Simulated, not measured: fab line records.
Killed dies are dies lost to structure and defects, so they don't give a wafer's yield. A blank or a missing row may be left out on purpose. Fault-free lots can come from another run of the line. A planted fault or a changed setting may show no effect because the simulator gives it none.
A lot that was struck, set against a sound lot | flow sky130 | 15 steps out of a route of 708
Sound: these wafers, L443.2, L443.5, L443.6. Wafers struck: L442.1, L442.2, L442.3. The cause is given at the end.
Per side, at each step with rows, come the tool, then ch with its chambers, and then its first start. Under that, the readings that differ: sound wafers | struck wafers | difference of the means | sigmas: that difference in standard deviations of wafers without a fault.
alike: a reading whose means differ by less than 2 such deviations, as well as words and numbers matching on both sides. not compared: withheld readings; readings where some wafer has no value; bounds like >300 that might hide an equal value; numbers whose values overlap and for which the record gives no deviation.
Wherever a step has rows on one side only, a row that says differs or no value, or a row with sigmas, the two part there. Numbers that have no deviation but don't overlap get no sigmas and don't part them. A reading that every wafer of one side lacks parts them only if that side has two wafers or more.

first, 7 steps without rows for these wafers: SKY_METAL2_HMDS_08 (prime time 60 s); SKY_METAL2_COAT_09 (resist thk 60 nm); SKY_METAL2_COAT_10 (resist thk 450 nm); SKY_METAL2_SOFTBAKE_11 (time 90 s); SKY_METAL2_EXPOSE_12 (exposes mask MM2, target cd 140 nm); SKY_METAL2_PEB_13; SKY_METAL2_DEVELOP_14 (develop time 60 s).
SKY_METAL2_CD_MEAS_15: the cd target is 140 nm.
  struck on cd-sem-02, day 38 14:32; sound on cd-sem-01, day 38 21:15
  alike: cd-nm
SKY_METAL2_OVL_MEAS_16:
  struck on overlay-01, day 38 14:39; sound on overlay-02, day 38 21:21
  alike: METAL2_OVL
SKY_METAL2_DESCUM_17: chemistry O2, time 8 s.
  sound on rie-metal-01 ch 0,1, day 38 21:23; struck on rie-metal-03 ch 0,1, day 38 14:41
  alike: chamber-pressure-mTorr, drypump-motor-current-A, oes-product-au, temp-c
  not compared: rf-hours-counter-h
SKY_METAL2_ETCH_18: etches BARC in N2/H2, stops on SiO2, time 45.9 s, target depth 60 nm.
  sound on rie-metal-01 ch 0,1, day 38 21:25; struck on rie-metal-03 ch 0,1, day 38 14:44
  alike: chamber-pressure-mTorr, drypump-motor-current-A, h2-flow-sccm, oes-product-au, throttle-valve-pct
  not compared: rf-hours-counter-h
SKY_METAL2_METAL_ETCH_19: etches the open film in Cl2/BCl3, stops on SiO2, target depth 360 nm, time 78 s.
  sound on rie-metal-01 ch 0,1, day 38 21:29; struck on rie-metal-03 ch 0,1, day 38 14:49
  alike: chamber-pressure-mTorr, drypump-motor-current-A, oes-product-au, throttle-valve-pct
  not compared: rf-hours-counter-h
SKY_METAL2_STRIP_20: strips in O2/N2.
  sound on plasma-asher-01 ch 0,1, day 38 21:34; struck on plasma-asher-02 ch 0,1, day 38 14:56
  no value came back on the struck wafers for chamber-pressure-mTorr (mTorr), drypump-motor-current-A (A), oes-product-au (a.u.), strip-time-to-endpoint-s (s); on the sound wafers chamber-pressure-mTorr (mTorr) reads 1500.4 1501.6 1500.7
  reading                                       | sound | struck          | difference | sigmas
  model.KrF-thick_of_METAL2_COAT_10.thk-nm (nm) | 0 0 0 | 157 155.8 154.6 | +156       |
  not compared: rf-hours-counter-h
then, 1 step without rows for these wafers: SKY_METAL2_STRIP_21 (strips in post etch residue remover, time 1200 s).
-- the record jumps here: 10 days lie between the struck wafers' starts before and after (it left off in module METAL2 and takes up again in module PAD_OPEN, whose first step shown is number 708 of the route) --
SKY_PAD_OPEN_PROBE_99:
  struck on prober-02, day 48 10:49; sound on prober-01, day 48 16:15
  reading                  | sound          | struck         | difference | sigmas
  defect-limited-yield (%) | 79.3 82.1 81.1 | 0.4 0.2 0.2    | -80.6      | -37
  killed_at_M0_to_M3       | 60 54 41       | 446 466 446    | +401       | +52
  killed-dies              | 102 88 93      | 490 491 491    | +396       | +36
  killed-on-rim            | 21 13 16       | 95 95 96       | +79        | +21
  sort_bin_5_function (%)  | 11.2 9.8 12.6  | 90.2 94.1 93.5 | +81.4      | +51
  sort-n-pass              | 390 404 399    | 2 1 1          | -396       | -36
  sort-yield-pct (%)       | 79.3 82.1 81.1 | 0.4 0.2 0.2    | -80.6      | -37
  alike: killed_at_M4_up, killed-at-contacts, killed-at-front-end, killed-at-other, killed-open, killed-short, sort_bin_3_pad_short, sort_bin_6_memory

## WHERE THEY PART
Last at SKY_PAD_OPEN_PROBE_99 as far as this record goes, first at SKY_METAL2_STRIP_20.

WHY: what had been put in by the simulator
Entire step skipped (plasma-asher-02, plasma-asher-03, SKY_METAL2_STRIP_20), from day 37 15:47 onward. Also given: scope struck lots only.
